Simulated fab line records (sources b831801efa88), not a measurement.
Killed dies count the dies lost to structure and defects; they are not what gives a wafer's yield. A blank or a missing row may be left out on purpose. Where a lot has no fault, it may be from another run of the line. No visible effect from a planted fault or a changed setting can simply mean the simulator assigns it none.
Which tool was responsible? | flow sky130 | 39 wafers from 13 lots sampled at 5 of the route's 708 steps

## WHAT THE GAUGES SHOWED, per wafer
SKY_VT_ADJUST_HVTP_TW_MEAS_11. Usual: VT_ADJUST_HVTP_TW typically reads 1358, with standard deviation 9.1.
lot  | measured     | on            | VT_ADJUST_HVTP_TW | flag
L449 | day 6 00:21  | film_metro-02 | 1342 1349 1357    |
L450 | day 6 06:55  | film_metro-02 | 1345 1348 1343    |
L452 | day 6 20:17  | film_metro-02 | 1348 1352 1351    |
L453 | day 7 03:40  | film_metro-04 | 1371 1372 1376    |
L454 | day 7 07:31  | film_metro-02 | 1357 1349 1357    |
L456 | day 7 20:50  | film_metro-01 | 1362 1361 1366    |
L457 | day 8 01:49  | film_metro-04 | 1366 1361 1363    |
L460 | day 8 21:14  | film_metro-02 | 1348 1351 1346    |
L465 | day 10 08:28 | film_metro-02 | 1357 1347 1352    |
L468 | day 11 09:32 | film_metro-04 | 1363 1368 1362    |
L470 | day 11 15:07 | film_metro-04 | 1360 1370 1365    |
L469 | day 11 16:05 | film_metro-01 | 1359 1368 1357    |
L471 | day 11 23:22 | film_metro-02 | 1344 1354 1356    |

SKY_VT_ADJUST_LVTN_OVL_MEAS_18. Usual: VT_ADJUST_LVTN_01_OVL typically reads -1.0 nm, with standard deviation 1.8.
lot  | measured     | on         | VT_ADJUST_LVTN_01_OVL (nm) | flag
L449 | day 7 12:54  | overlay-02 | -2.9 -1.8 -3.1             |
L450 | day 7 19:24  | overlay-02 | -1.2 -1.7 -0.7             |
L452 | day 8 11:18  | overlay-02 | -1.0 -1.3 -1.2             |
L453 | day 8 20:08  | overlay-02 | -1.3 -0.3 -1.9             |
L454 | day 9 01:05  | overlay-01 | -0.7 0.0 -0.4              |
L456 | day 9 14:20  | overlay-02 | -1.2 -0.5 -0.9             |
L457 | day 9 20:23  | overlay-02 | -2.7 -3.7 -3.3             |
L460 | day 10 16:19 | overlay-02 | -0.3 -0.7 -0.5             |
L465 | day 12 07:14 | overlay-02 | -2.0 -0.7 -2.6             |
L468 | day 13 10:08 | overlay-01 | 1.6 0.2 0.9                |
L470 | day 13 15:30 | overlay-02 | -0.7 -1.9 -2.6             |
L469 | day 13 16:46 | overlay-02 | 0.7 -0.2 1.5               |
L471 | day 14 00:56 | overlay-01 | 1.2 -1.1 1.6               |

SKY_SONOS_TUNNEL_CD_MEAS_07: target cd 410 nm. Usual: cd_nm 410.2 nm, standard deviation 2.2.
lot  | measured     | on        | cd_nm (nm)        | flag
L449 | day 11 04:41 | cd_sem-01 | 413.5 412.5 415.4 |
L450 | day 11 11:53 | cd_sem-02 | 411.2 409.6 412.0 |
L452 | day 12 04:38 | cd_sem-02 | 409.1 408.3 409.6 |
L453 | day 12 16:18 | cd_sem-02 | 410.6 410.8 411.2 |
L454 | day 12 21:48 | cd_sem-01 | 408.0 407.9 407.5 |
L456 | day 13 13:53 | cd_sem-02 | - - -             | OFF
L457 | day 13 18:39 | cd_sem-02 | - - -             | OFF
L460 | day 14 19:41 | cd_sem-02 | 412.0 409.9 410.0 |
L465 | day 16 15:35 | cd_sem-02 | 410.1 409.0 410.1 |
L468 | day 17 23:47 | cd_sem-02 | 410.2 410.2 411.5 |
L470 | day 18 05:59 | cd_sem-02 | 408.5 406.0 407.4 |
L469 | day 18 08:22 | cd_sem-02 | 411.4 410.5 407.1 |
L471 | day 18 17:12 | cd_sem-01 | 408.3 406.5 408.1 |

SKY_SONOS_ONO_OVL_MEAS_14. Usual: SONOS_ONO_OVL typically reads 0.1 nm, with standard deviation 1.2.
lot  | measured     | on         | SONOS_ONO_OVL (nm) | flag
L449 | day 12 11:55 | overlay-02 | 0.2 -0.4 -0.4      |
L450 | day 12 16:32 | overlay-01 | 0.7 0.4 1.1        |
L452 | day 13 11:31 | overlay-02 | -0.9 -0.9 -2.1     |
L453 | day 14 02:22 | overlay-02 | -0.4 -1.1 -0.6     |
L454 | day 14 06:16 | overlay-01 | -1.7 -0.6 -1.4     |
L460 | day 16 04:34 | overlay-01 | 1.8 2.0 3.0        |
L465 | day 18 04:37 | overlay-01 | 0.5 -0.4 2.2       |
L468 | day 19 11:36 | overlay-02 | -1.5 1.1 -0.4      |
L470 | day 19 17:22 | overlay-02 | -0.9 0.7 -1.2      |
L469 | day 19 22:20 | overlay-02 | 0.2 0.0 -0.4       |
L471 | day 20 06:40 | overlay-01 | 1.4 0.1 0.4        |

## WHICH TOOL RAN EACH LOT (tool, then ch and the chambers of the sampled wafers, then the start)
lot  | SKY_SONOS_TUNNEL_COAT_02
L449 | litho_track-02 ch 0, day 10 17:11
L450 | litho_track-03 ch 0, day 11 00:05
L452 | litho_track-03 ch 0, day 11 16:56
L453 | litho_track-03 ch 0, day 12 03:41
L454 | litho_track-03 ch 0, day 12 09:05
L456 | litho_track-02, day 13 01:08
L457 | litho_track-04, day 13 06:36
L460 | litho_track-04 ch 0, day 14 06:17
L465 | litho_track-02 ch 0, day 16 01:29
L468 | litho_track-02 ch 0, day 17 08:41
L470 | litho_track-02 ch 0, day 17 15:05
L469 | litho_track-02 ch 0, day 17 17:28
L471 | litho_track-04 ch 0, day 18 01:54
- SKY_SONOS_TUNNEL_COAT_02: resist thk 1140 nm.

## WHAT THE TOOLS THEMSELVES READ (means of the sampled wafers that have a number; where no wafer has one, the mark that the record gives instead)
SKY_SONOS_TUNNEL_COAT_02. Usual: chill_plate_temp_C 22.98 C, standard deviation 0.092; dispense_pressure_kPa 53 kPa, standard deviation 4; resist_line_temp_C 23.01 C, standard deviation 0.098.
lot  | tool           | chill_plate_temp_C (C) | dispense_pressure_kPa (kPa) | resist_line_temp_C (C) | flag
L449 | litho_track-02 | 22.90                  | 47                          | 22.98                  |
L450 | litho_track-03 | 23.01                  | 57                          | 22.90                  |
L452 | litho_track-03 | 23.03                  | 57                          | 23.11                  |
L453 | litho_track-03 | 23.02                  | 57                          | 22.96                  |
L454 | litho_track-03 | 23.00                  | 57                          | 23.06                  |
L456 | litho_track-02 | -                      | -                           | -                      | OFF
L457 | litho_track-04 | -                      | -                           | -                      | OFF
L460 | litho_track-04 | 23.06                  | 53                          | 23.06                  |
L465 | litho_track-02 | 22.88                  | 47                          | 23.00                  |
L468 | litho_track-02 | 22.96                  | 47                          | 22.99                  |
L470 | litho_track-02 | 22.94                  | 47                          | 23.09                  |
L469 | litho_track-02 | 23.09                  | 47                          | 23.09                  |
L471 | litho_track-04 | 22.93                  | 53                          | 23.08                  |

## THE ANSWER, worked out from the rows above alone
Rule: a lot is off if the mean of its wafers that have a number lies more than 3 standard deviations from the usual mean. A lot without any number at a reading at which 4 lots or more have one is off too. Any other lot the step has rows for is counted as sound. After the gauges, taken in route order, come the tools' own readings; for these a lot's mean is taken, as printed above. At the first step where some lot is off, the reading lying furthest off is the one used; lots without a number count as furthest.
Off: L456, L457 (SKY_SONOS_TUNNEL_CD_MEAS_07, cd_nm). Without a number there: L456, L457.
If a tool, at a process step before that reading, ran all the lots that are off and no sound lot after the first of them, it fits. Not tried: the gauges at SKY_SONOS_TUNNEL_CD_MEAS_07; whatever is off there is also off at SKY_SONOS_TUNNEL_COAT_02, on other tools, and gauge error can't account for it. Of those tried, none fits.

## WHAT THE SIMULATOR PUT IN
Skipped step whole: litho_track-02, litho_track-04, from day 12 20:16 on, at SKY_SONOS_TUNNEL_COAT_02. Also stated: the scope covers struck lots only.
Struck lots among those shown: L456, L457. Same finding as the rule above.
